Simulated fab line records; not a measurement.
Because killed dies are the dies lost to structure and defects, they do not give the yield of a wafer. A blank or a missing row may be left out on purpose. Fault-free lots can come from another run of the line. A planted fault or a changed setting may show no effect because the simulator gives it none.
Chamber matching + flow gf180mcu + GF_V5_CMP_26 on cmp-01: 4 sister chambers
The step polishes, stops on SiO2, t overpolish 15 s, target thk 0 nm. 4 wafers are shown with their chamber, then 7 later ones without.

## WAFERS PAIRED WITH THEIR CHAMBERS
| wafer  | chamber | motor current A (A) |
|--------|---------|---------------------|
| L596.4 | 1       | 11.5                |
| L596.5 | 2       | 10.5                |
| L598.1 | 0       | 10.4                |
| L598.4 | 3       | 11.2                |

## WAFERS WITH NO CHAMBER GIVEN
| wafer  | motor current A (A) |
|--------|---------------------|
| L598.6 | 11.0                |
| L600.1 | 10.6                |
| L600.3 | 10.7                |
| L600.6 | 11.9                |
| L601.2 | 11.9                |
| L601.4 | 10.4                |
| L601.5 | 10.6                |

## WHICH CHAMBER EACH WENT THROUGH
| wafer  | from the rows above               | in truth |
|--------|-----------------------------------|----------|
| L598.6 | can't be placed: 3 or 1 or 2 or 0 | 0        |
| L600.1 | can't be placed: 2 or 0           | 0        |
| L600.3 | can't be placed: 2 or 0 or 3      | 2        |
| L600.6 | can't be placed: 1 or 3           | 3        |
| L601.2 | can't be placed: 1 or 3           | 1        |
| L601.4 | can't be placed: 0 or 2           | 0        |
| L601.5 | can't be placed: 2 or 0           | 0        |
0 of 7 placed correctly. These rows do not allow placing 7 (true chamber among the candidates in 7). 0 placed wrongly.
How it was worked out, from the rows above alone: a wafer's distance from a chamber is the root of the sum, over the readings, of the square of ((its reading less the chamber's mean) divided by the reading's scatter). If the next closest chamber is less than 2 further off than the closest, the wafer can't be placed; otherwise it belongs to the closest. A chamber's mean is the mean of its shown wafers. The scatter: with one shown wafer a chamber, the root of the mean of the squares of how far each hidden wafer lies from its nearest shown one.
